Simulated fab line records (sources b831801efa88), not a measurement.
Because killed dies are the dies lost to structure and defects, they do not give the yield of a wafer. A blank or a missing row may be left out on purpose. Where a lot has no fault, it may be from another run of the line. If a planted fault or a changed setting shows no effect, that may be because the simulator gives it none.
Struck lot and sound lot, side by side | flow sky130 | 15 out of 708 route steps
Sound: these wafers, L518.1, L518.4, L518.6. Struck: wafers L523.2, L523.4, L523.6. Last of all comes the cause.
Order at every step that has rows: each side's tool, ch and its chambers, its first start. Under that, the readings that differ: sound wafers | struck wafers | difference of the means | sigmas: that difference in standard deviations of wafers without a fault.
alike: a reading whose means differ by less than 2 such deviations, as well as words and numbers matching on both sides. not compared: withheld readings; readings where some wafer has no value; bounds like >300 that might hide an equal value; numbers whose values overlap and for which the record gives no deviation.
A row with sigmas, a row that says differs or no value, or rows on one side alone: a step with any of these is where the two part. Non-overlapping numbers with no deviation appear without sigmas and do not part them. Lack of a reading on every wafer of one side parts them only where that side has two or more wafers.

first, 8 steps without rows for these wafers: SKY_METAL3_DEHYDRATE_05 (time 60 s); SKY_METAL3_HMDS_06 (prime time 60 s); SKY_METAL3_COAT_07 (resist thk 60 nm); SKY_METAL3_COAT_08 (resist thk 1140 nm); SKY_METAL3_SOFTBAKE_09 (time 90 s); SKY_METAL3_EXPOSE_10 (exposes mask MM3, target cd 300 nm); SKY_METAL3_PEB_11; SKY_METAL3_DEVELOP_12 (develop time 60 s).
SKY_METAL3_CD_MEAS_13 targets a cd of 300 nm.
  struck on cd sem-02, day 43 08:28; sound on cd sem-01, day 42 06:05
  alike: cd nm
SKY_METAL3_OVL_MEAS_14:
  struck on overlay-02, day 43 08:35; sound on overlay-01, day 42 06:12
  reading         | sound   | struck  | difference | sigmas
  METAL3_OVL (nm) | 9 11 16 | -2 1 -5 | -14        | -2
SKY_METAL3_DESCUM_15: chemistry O2, time 8 s.
  sound on rie metal-01 ch 0, day 42 06:14; struck on rie metal-04 ch 0,1, day 43 08:37
  alike: drypump motor current A, oes product au
  not compared: rf hours counter h
SKY_METAL3_ETCH_16: etches BARC in N2/H2, stops on SiO2, time 88.2 s, target depth 60 nm.
  sound on rie metal-01 ch 0, day 42 06:18; struck on rie metal-04 ch 0,1, day 43 08:38
  alike: bias w, chamber pressure mTorr, drypump motor current A, oes product au, throttle valve pct
  not compared: rf hours counter h
SKY_METAL3_ETCH_17: etches SiO2 in C4F8/O2/Ar, stops on TiN, time 3.9 s, target depth 15 nm.
  sound on rie diel-01 ch 0,1, day 42 06:30; struck on rie diel-02 ch 1,2,3, day 43 08:44
  no value came back on the struck wafers for bias w (W), chamber pressure mTorr (mTorr), oes product au (a.u.); on the sound wafers bias w (W) reads 1202 1196 1202
  not compared: rf hours counter h
SKY_METAL3_METAL_ETCH_18: etches the open film in Cl2/BCl3, stops on SiO2, target depth 845 nm, time 183.1 s.
  sound on rie metal-02 ch 0,1, day 42 06:31; struck on rie metal-01 ch 0,1, day 43 08:46
  alike: bcl3 flow sccm, bias w, drypump motor current A, oes product au, throttle valve pct
  not compared: rf hours counter h
-- the record jumps here: 6 days lie between the struck wafers' starts before and after (it left off in module METAL3 and takes up again in module PAD_OPEN, whose first step shown is number 708 of the route) --
SKY_PAD_OPEN_PROBE_99:
  struck on prober-01, day 49 16:35; sound on prober-02, day 48 19:46
  reading                  | sound          | struck         | difference | sigmas
  defect limited yield (%) | 83.1 82.7 81.9 | 0 0 0          | -83        | -39
  killed_at_M0_to_M3       | 49 41 43       | 459 444 450    | +407       | +53
  killed dies              | 83 85 89       | 492 492 492    | +406       | +41
  killed on rim            | 14 17 18       | 96 96 96       | +80        | +22
  sort_bin_5_function (%)  | 10.0 10.6 10.2 | 92.9 92.9 93.1 | +82.7      | +52
  sort n pass              | 409 407 403    | 0 0 0          | -406       | -41
  sort yield pct (%)       | 83.1 82.7 81.9 | 0 0 0          | -83        | -39
  alike: killed_at_M4_up, killed at contacts, killed at front end, killed at other, killed open, killed short, sort_bin_3_pad_short, sort_bin_6_memory

== WHERE THEY PART ==
Last at SKY_PAD_OPEN_PROBE_99 as far as this record goes, first at SKY_METAL3_OVL_MEAS_14.

WHY: what the simulator had put in
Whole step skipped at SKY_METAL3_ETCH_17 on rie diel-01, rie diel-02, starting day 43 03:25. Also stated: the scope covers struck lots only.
